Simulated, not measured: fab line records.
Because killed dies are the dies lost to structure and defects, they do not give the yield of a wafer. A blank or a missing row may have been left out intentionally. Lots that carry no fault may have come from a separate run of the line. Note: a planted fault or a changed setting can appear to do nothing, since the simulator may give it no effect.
A struck lot beside a sound one ; flow sky130 ; 22 out of 708 route steps
Sound: these wafers, L572.2, L572.4, L572.5. The struck wafers were L581.2, L581.3, L581.5. The cause is named last.
For every step that has rows: the tool of each side, followed by ch and its chambers, followed by its first start. Under that, the readings that differ: sound wafers ; struck wafers ; difference of the means ; sigmas: that difference in standard deviations of wafers without a fault.
alike: readings whose means differ by less than 2 such deviations, and words and numbers that are the same on both sides. not compared: withheld readings, readings that some wafer has no value for, bounds like >300 that may hide the same value, and numbers for which the record gives no deviation and whose values overlap.
Wherever a step has rows on one side only, a row that says differs or no value, or a row with sigmas, the two part there. Numbers that have no deviation but don't overlap get no sigmas and don't part them. Lack of a reading on every wafer of one side parts them only where that side has two or more wafers.

SKY_POLY_GATE_THK_MEAS_21:
  sound on filmMetro-02, day 16 21:13; struck on filmMetro-01, day 20 23:33
  alike: POLY_GATE_OXIDATION_THK
SKY_POLY_GATE_CD_MEAS_22:
  sound on cdSem-02, day 16 21:18; struck on cdSem-01, day 20 23:38
  alike: cdNm
then, 7 steps without rows for these wafers: SKY_LDD_N_DEHYDRATE_00 (time 60 s); SKY_LDD_N_HMDS_01 (prime time 60 s); SKY_LDD_N_COAT_02 (resist thk 300 nm); SKY_LDD_N_SOFTBAKE_03 (time 60 s); SKY_LDD_N_EXPOSE_04 (exposes mask NTM, target cd 840 nm); SKY_LDD_N_PEB_05; SKY_LDD_N_DEVELOP_06 (develop time 60 s).
SKY_LDD_N_OVL_MEAS_07:
  sound on overlay-02, day 18 02:50; struck on overlay-02, day 22 07:42
  alike: LDD_N_OVL
then, 2 steps without rows for these wafers: SKY_LDD_N_IMPLANT_08; SKY_LDD_N_IMPLANT_09.
SKY_LDD_N_IMPLANT_10:
  sound on implanter-04 ch 0, day 18 03:11; struck on implanter-03 ch 0, day 22 08:04
reading;sound;struck;difference;sigmas
implantIonAmu;75 75 75;31 31 31;-44;
model.implant.rpNm (nm);15.82 15.82 15.82;28.11 28.11 28.11;+12.29;
model.implant.drpNm (nm);7.212 7.212 7.212;12.97 12.97 12.97;+5.76;
then, 5 steps without rows for these wafers: SKY_LDD_N_IMPLANT_11; SKY_LDD_N_IMPLANT_12; SKY_LDD_N_IMPLANT_13; SKY_LDD_N_IMPLANT_14; SKY_LDD_N_IMPLANT_15.
SKY_LDD_N_STRIP_16: strips in O2/N2.
  sound on plasmaAsher-04 ch 0,1, day 18 04:04; struck on plasmaAsher-02 ch 0,1, day 22 08:56
reading;sound;struck;difference;sigmas
stripTimeToEndpointS (s);4.326 4.311 4.320;4.238 4.228 4.209;-0.094;-7
  alike: drypumpMotorCurrentA, oesProductAu
  not compared: rfHoursCounterH
SKY_LDD_N_TW_MEAS_17:
  sound on filmMetro-03, day 18 04:10; struck on filmMetro-02, day 22 09:02
  alike: LDD_N_TW
then, 1 step without rows for these wafers: SKY_LDD_P_DEHYDRATE_00 (time 60 s).
-- the record jumps here: 27 days lie between the struck wafers' starts before and after (it left off in module LDD_P and takes up again in module PAD_OPEN, whose first step shown is number 708 of the route) --
SKY_PAD_OPEN_PROBE_99:
  sound on prober-02, day 46 10:52; struck on prober-01, day 49 04:16
reading;sound;struck;difference;sigmas
model.etest.tipN.rsOhmSq;442 444.4 446.2;391.6 391.5 389.2;-53.4;
model.etest.nfet_01v8_turned.driveUaUm;513.2 507.8 521;565.8 559.8 579.5;+54.4;
model.etest.nfet_01v8_lvt.driveUaUm;579 579.4 588.2;635.5 634.4 656.5;+59.9;
model.etest.nfet_01v8.driveUaUm;506.5 511.3 510.3;560 557.9 567.8;+53;
model.etest.sramNfetPass.driveUaUm;493 480.7 490.7;536.6 547.4 552.3;+57.3;
model.etest.nfet_01v8_swapped.driveUaUm;505.2 505.1 512.2;556 550.2 571.5;+52;
model.etest.nfet_01v8.rOnOhmUm;835.6 839.9 822.2;785.6 788.8 773.1;-50.1;
  alike: killed_at_M0_to_M3, killed_at_M4_up, killedAtContacts, killedAtFrontEnd, killedAtOther, killedDies, killedOpen, killedShort
  not compared: model.etest.resNdiff.rsOhmSq

== WHERE THEY PART ==
Only at SKY_LDD_N_STRIP_16, as far as this record shows. Later steps at which nothing parts them and some readings are alike: SKY_LDD_N_TW_MEAS_17, SKY_PAD_OPEN_PROBE_99.

WHY: the cause the simulator had injected
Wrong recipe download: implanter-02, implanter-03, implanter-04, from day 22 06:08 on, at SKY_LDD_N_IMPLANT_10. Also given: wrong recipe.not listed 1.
